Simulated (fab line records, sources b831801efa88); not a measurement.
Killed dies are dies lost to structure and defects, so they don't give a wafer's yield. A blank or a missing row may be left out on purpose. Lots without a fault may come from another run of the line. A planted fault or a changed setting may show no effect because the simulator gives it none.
Chamber matching | flow sky130 | SKY_LI_CONTACT_CMP_02 on cmp-01: 3 sister chambers
The step polishes PSG. 6 wafers are shown with their chamber, then 7 later ones without.

WAFERS WITH THEIR CHAMBER
wafer  | chamber | motor_current_A (A) | time_to_endpoint_s (s)
L785.4 | 0       | 11.3                | 32.5
L794.1 | 2       | 11.5                | 30.6
L794.2 | 3       | 12.3                | 28.9
L794.4 | 0       | 11.3                | 31.9
L802.2 | 2       | 11.3                | 31.6
L802.4 | 3       | 11.5                | 33.0

WAFERS WITHOUT THEIR CHAMBER
wafer  | motor_current_A (A) | time_to_endpoint_s (s)
L802.5 | 11.8                | 29.4
L803.1 | 11.5                | 29.6
L803.5 | 10.8                | 28.8
L803.6 | 12.2                | 28.6
L804.2 | 12.0                | 29.6
L804.5 | 12.8                | 26.8
L804.6 | 12.0                | 32.3

WHICH CHAMBER EACH WENT THROUGH
wafer  | from the rows above          | in truth
L802.5 | can't be placed: 3 or 2 or 0 | 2
L803.1 | can't be placed: 2 or 3 or 0 | 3
L803.5 | can't be placed: 2 or 0 or 3 | 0
L803.6 | can't be placed: 3 or 2 or 0 | 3
L804.2 | can't be placed: 3 or 2 or 0 | 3
L804.5 | can't be placed: 3 or 2 or 0 | 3
L804.6 | can't be placed: 3 or 2 or 0 | 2
Placed correctly: 0 of 7. Can't be placed from these rows: 7 (the true chamber is among the candidates in 7). Placed wrongly: 0.
How it was worked out, from the rows above alone: a wafer's distance from a chamber is the root of the sum, over the readings, of the square of ((its reading less the chamber's mean) divided by the reading's scatter). The wafer belongs to the nearest chamber; if the next one is less than 2 further off, it can't be placed. A chamber's mean is the mean of its shown wafers. The scatter: the root of (the sum of the squares of (reading less its chamber's mean) over the shown wafers, divided by (wafers less chambers)).
